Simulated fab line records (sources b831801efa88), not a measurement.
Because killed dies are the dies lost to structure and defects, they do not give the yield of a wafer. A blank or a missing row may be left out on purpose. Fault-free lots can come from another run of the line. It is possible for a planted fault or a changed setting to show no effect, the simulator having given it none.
Which tool is to blame? | flow gf180mcu | 7 lots, 21 wafers sampled, at 4 steps of a route of 602

## WHAT THE GAUGES READ, wafer by wafer
GF_CONTACT_CD_MEAS_14: the cd target is 220 nm.
lot  | measured     | on        | cd_nm (nm)
L958 | day 16 14:50 | cd_sem-02 | 220.0 221.6 219.8
L960 | day 17 06:51 | cd_sem-02 | 218.6 217.9 220.9
L963 | day 18 13:11 | cd_sem-02 | 219.8 219.7 217.9
L965 | day 19 04:40 | cd_sem-01 | 221.9 221.0 219.3
L967 | day 20 01:03 | cd_sem-02 | 218.0 219.1 217.1
L973 | day 22 08:17 | cd_sem-02 | 183.3 208.1 210.4 183.4 208.2 210.9
L975 | day 22 21:53 | cd_sem-02 | 219.6 217.7 218.6

## WHAT TOOL EACH LOT RAN ON (gives the tool, then ch and the chambers of the sampled wafers, and finally the start)
lot  | GF_SALICIDE_RTA_06               | GF_CONTACT_CMP_04             | GF_CONTACT_EXPOSE_11
L958 | rtp_anneal-02 ch 0, day 15 15:57 | cmp-02 ch 0,2,3, day 15 16:29 | krf_scanner-02 ch 0, day 16 03:51
L960 | rtp_anneal-01 ch 0, day 16 06:47 | cmp-01 ch 0,3, day 16 07:17   | krf_scanner-01 ch 0, day 16 19:27
L963 | rtp_anneal-02 ch 0, day 17 12:01 | cmp-01 ch 1,2,3, day 17 12:39 | krf_scanner-01 ch 0, day 18 01:31
L965 | rtp_anneal-01 ch 0, day 18 02:45 | cmp-01 ch 0,1,3, day 18 03:23 | krf_scanner-01 ch 0, day 18 16:00
L967 | rtp_anneal-01 ch 0, day 18 23:52 | cmp-01 ch 0,1,2, day 19 00:28 | krf_scanner-02 ch 0, day 19 12:43
L973 | rtp_anneal-01 ch 0, day 21 07:20 | cmp-01 ch 0,3, day 21 07:53   | krf_scanner-02 ch 0, day 21 20:40
L975 | rtp_anneal-02 ch 0, day 21 21:44 | cmp-01 ch 0,1,2, day 21 22:20 | krf_scanner-01 ch 0, day 22 10:28
- GF_SALICIDE_RTA_06: time 30 s.
- GF_CONTACT_CMP_04: polishes SiO2.
- GF_CONTACT_EXPOSE_11: exposes mask Contact, target cd 220 nm.

## THE ANSWER, worked out from the rows above alone
Rule: what is usual is taken from the lots themselves. Put in order of their means at a reading, lots are off if they are a third of the lots or fewer, leave a main group of 4 or more, and stand apart from it by a gap of 3 or more times the standard deviation of the main group's means; of several such gaps the widest counts. The tables above print the reading to a certain number of digits; a main group whose means all agree to those digits is not used. Also off: a lot with no number at a reading for which 4 or more lots have one. Where the step has rows for the other lots, those lots are counted as sound.
Off, at GF_CONTACT_CD_MEAS_14 on cd_nm: L973. The main group: mean 219.4 nm, standard deviation 0.95.
A tool fits if, at a process step before that reading, it ran every lot that is off, and no sound lot after the first of them. The gauges at GF_CONTACT_CD_MEAS_14 are tried like those tools. 2 tools fit, rtp_anneal-01 at GF_SALICIDE_RTA_06 and krf_scanner-02 at GF_CONTACT_EXPOSE_11, so this cannot tell which one it is.

## WHAT THE SIMULATOR PUT IN
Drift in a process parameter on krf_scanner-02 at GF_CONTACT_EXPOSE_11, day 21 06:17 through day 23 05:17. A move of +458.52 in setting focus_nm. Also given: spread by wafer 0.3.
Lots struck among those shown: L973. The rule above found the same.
